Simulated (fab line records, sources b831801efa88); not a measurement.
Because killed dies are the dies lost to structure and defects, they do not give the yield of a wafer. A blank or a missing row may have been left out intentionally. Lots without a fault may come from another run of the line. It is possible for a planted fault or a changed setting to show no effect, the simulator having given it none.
Which tool did it? -- flow sfq line -- 14 lots, 42 wafers sampled, at 5 steps of a route of 325

WHAT THE GAUGES SHOWED, per wafer
SFQ_M6_OVL_MEAS_940. Usual: M6_OVL gives 2 nm (standard deviation 4.9).
lot,measured,on,M6_OVL (nm),flag
L336,day 73 01:08,overlay-01,-1 2 6,
L337,day 73 02:19,overlay-01,2 4 1,
L341,day 77 05:53,overlay-02,-8 1 -2,
L344,day 78 00:38,overlay-02,2 -1 3,
L345,day 78 03:02,overlay-02,0 -3 1,
L346,day 78 04:14,overlay-02,1 0 6,
L347,day 80 13:11,overlay-01,7 8 4,
L348,day 80 15:35,overlay-01,2 5 -5,
L349,day 80 17:59,overlay-02,-1 -7 -6,
L351,day 81 00:44,overlay-01,-2 2 4,
L353,day 81 03:08,overlay-02,8 -2 4,
L354,day 81 04:20,overlay-02,-6 3 -2,
L357,day 81 07:56,overlay-02,3 5 0,
L358,day 81 09:08,overlay-02,9 7 12,

WHAT TOOL EACH LOT RAN ON (gives the tool, then ch and the chambers of the sampled wafers, and finally the start)
lot,SFQ_TRILAYER_A5B_METRO_MEASURE_131,SFQ_TRILAYER_A5C_DEP_PECVD_142,SFQ_TRILAYER_I5_STRIP_STRIP_148,SFQ_TRILAYER_C5_ETCH_VIA_ETCH_154
L336,"film metro-03, day 66 15:42","pecvd-04 ch 0,1,2, day 69 02:49","rie metal-01 ch 0,1, day 69 10:42","rie diel-04 ch 0,1,3, day 72 12:23"
L337,"film metro-02, day 67 01:54","pecvd-02 ch 0,1, day 69 06:24","rie metal-04 ch 0,1, day 69 14:06","rie diel-03 ch 1,2,3, day 72 13:29"
L341,"film metro-03, day 69 04:56","pecvd-04 ch 0,1, day 69 13:36","rie metal-04 ch 0,1, day 69 20:06","rie diel-03 ch 1,2,3, day 73 13:47"
L344,"film metro-03, day 70 07:23","pecvd-03 ch 0,1, day 70 14:05","rie metal-01 ch 0,1, day 70 17:07","rie diel-03 ch 1,2,3, day 74 05:22"
L345,"film metro-04, day 72 04:47","pecvd-03 ch 0,1,2, day 72 09:09","rie metal-02 ch 0,1, day 72 23:44","rie diel-04 ch 0,1, day 74 06:34"
L346,"film metro-03, day 72 04:56","pecvd-04 ch 0,1, day 72 11:34","rie metal-01 ch 0, day 73 00:44","rie diel-03 ch 1,3, day 74 07:46"
L347,"film metro-02, day 72 10:44","pecvd-04 ch 0,1, day 76 06:33","rie metal-02 ch 0,1, day 76 09:11","rie diel-03 ch 0,1,2, day 77 06:08"
L348,"film metro-02, day 72 13:11","pecvd-03 ch 0,2, day 76 09:40","rie metal-04 ch 0,1, day 76 12:10","rie diel-04 ch 0,1, day 77 07:20"
L349,"film metro-02, day 72 16:35","pecvd-04 ch 0,1, day 76 12:33","rie metal-02 ch 0,1, day 76 15:15","rie diel-02 ch 1,2, day 77 08:32"
L351,"film metro-03, day 72 22:11","pecvd-04 ch 0,1,2, day 76 20:57","rie metal-01 ch 0,1, day 78 06:57","rie diel-02 ch 0,2, day 78 14:07"
L353,"film metro-04, day 73 15:28","pecvd-03 ch 1,2, day 77 09:12","rie metal-02 ch 0,1, day 78 09:21","rie diel-02 ch 0,1, day 79 00:55"
L354,"film metro-02, day 74 00:08","pecvd-03 ch 0,1,2, day 77 18:48","rie metal-04 ch 0,1, day 78 10:45","rie diel-04 ch 2,3, day 79 02:07"
L357,"film metro-02, day 74 14:32","pecvd-03 ch 0,1,2, day 78 12:55","rie metal-04 ch 0,1, day 79 06:04","rie diel-03 ch 0,2,3, day 79 22:19"
L358,"film metro-03, day 74 17:46","pecvd-03 ch 1,2, day 78 16:31","rie metal-02 ch 0,1, day 79 10:28","rie diel-04 ch 0,2,3, day 80 00:43"
- SFQ_TRILAYER_A5B_METRO_MEASURE_131
- SFQ_TRILAYER_A5C_DEP_PECVD_142: deposits SiO2 from SiH4/N2O, time 15.556 s, target thk 70 nm.
- SFQ_TRILAYER_I5_STRIP_STRIP_148: strips in O2.
- SFQ_TRILAYER_C5_ETCH_VIA_ETCH_154: etches SiO2 in CHF3, stops on Nb, target depth 84 nm.

AS READ BY THE TOOLS THEMSELVES (means over the sampled wafers that have a number; for cases with no such wafer, the mark the record gives instead)
SFQ_TRILAYER_A5B_METRO_MEASURE_131. Usual: 336 nm for thk nm, sd 5.4.
lot,tool,thk nm (nm),flag
L336,film metro-03,333,
L337,film metro-02,337,
L341,film metro-03,336,
L344,film metro-03,329,
L345,film metro-04,328,
L346,film metro-03,339,
L347,film metro-02,342,
L348,film metro-02,334,
L349,film metro-02,328,
L351,film metro-03,340,
L353,film metro-04,338,
L354,film metro-02,342,
L357,film metro-02,332,
L358,film metro-03,340,

SFQ_TRILAYER_A5C_DEP_PECVD_142. Usual: heater power w 83 W, standard deviation 17; throttle valve pct 25.6 %, standard deviation 2.
lot,tool,heater power w (W),throttle valve pct (%),flag
L336,pecvd-04,74,26.6,
L337,pecvd-02,68,24.9,
L341,pecvd-04,71,28.3,
L344,pecvd-03,92,24.9,
L345,pecvd-03,102,25.3,
L346,pecvd-04,68,28.2,
L347,pecvd-04,73,28.4,
L348,pecvd-03,102,24.5,
L349,pecvd-04,77,27.0,
L351,pecvd-04,71,26.3,
L353,pecvd-03,97,27.3,
L354,pecvd-03,103,25.7,
L357,pecvd-03,93,25.8,
L358,pecvd-03,93,27.3,

SFQ_TRILAYER_I5_STRIP_STRIP_148. Usual: drypump motor current A 5.7 A, standard deviation 0.37; oes product au 0.997 a.u., standard deviation 0.015.
lot,tool,drypump motor current A (A),oes product au (a.u.),flag
L336,rie metal-01,5.8,0.990,
L337,rie metal-04,5.4,1.000,
L341,rie metal-04,5.5,1.000,
L344,rie metal-01,5.5,0.975,
L345,rie metal-02,5.8,0.999,
L346,rie metal-01,5.3,0.977,
L347,rie metal-02,6.1,1.002,
L348,rie metal-04,5.4,0.998,
L349,rie metal-02,6.0,1.003,
L351,rie metal-01,5.8,0.998,
L353,rie metal-02,6.0,1.000,
L354,rie metal-04,5.5,1.004,
L357,rie metal-04,5.4,1.005,
L358,rie metal-02,6.1,1.010,

SFQ_TRILAYER_C5_ETCH_VIA_ETCH_154. Usual: drypump motor current A 5.5 A, standard deviation 0.39; oes product au 0.897 a.u., standard deviation 0.0089.
lot,tool,drypump motor current A (A),oes product au (a.u.),flag
L336,rie diel-04,5.6,0.907,
L337,rie diel-03,5.1,0.899,
L341,rie diel-03,5.1,0.890,
L344,rie diel-03,5.1,0.904,
L345,rie diel-04,5.6,0.909,
L346,rie diel-03,5.0,0.887,
L347,rie diel-03,5.1,0.898,
L348,rie diel-04,5.4,0.892,
L349,rie diel-02,5.8,0.926,OFF
L351,rie diel-02,5.9,0.957,OFF
L353,rie diel-02,5.6,0.897,
L354,rie diel-04,5.5,0.908,
L357,rie diel-03,5.3,0.899,
L358,rie diel-04,5.6,0.900,

THE ANSWER, worked out from the rows above alone
Rule: take the mean of a lot's wafers that have a number; if it is more than 3 standard deviations from the usual mean, the lot is off. A lot without any number at a reading at which 4 lots or more have one is off too. Where the step has rows for the other lots, those lots are counted as sound. After the gauges, taken in route order, come the tools' own readings; for these a lot's mean is taken, as printed above. The first step at which some lot is off is used, and at that step the reading that is off furthest; a lot without a number counts as furthest.
Off: L349, L351, at SFQ_TRILAYER_C5_ETCH_VIA_ETCH_154 (oes product au).
A tool fits if, at that step or a process step before it, it ran every lot that is off, and no sound lot after the first of them. One fits: SFQ_TRILAYER_A5C_DEP_PECVD_142 on pecvd-04. A fault onset in the window from L347 (day 76 06:33, its last sound lot) to L349 (day 76 12:33, its first lot off) fits.

WHAT THE SIMULATOR PUT IN
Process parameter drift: pecvd-04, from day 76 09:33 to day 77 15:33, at SFQ_TRILAYER_A5C_DEP_PECVD_142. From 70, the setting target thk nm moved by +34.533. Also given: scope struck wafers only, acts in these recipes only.
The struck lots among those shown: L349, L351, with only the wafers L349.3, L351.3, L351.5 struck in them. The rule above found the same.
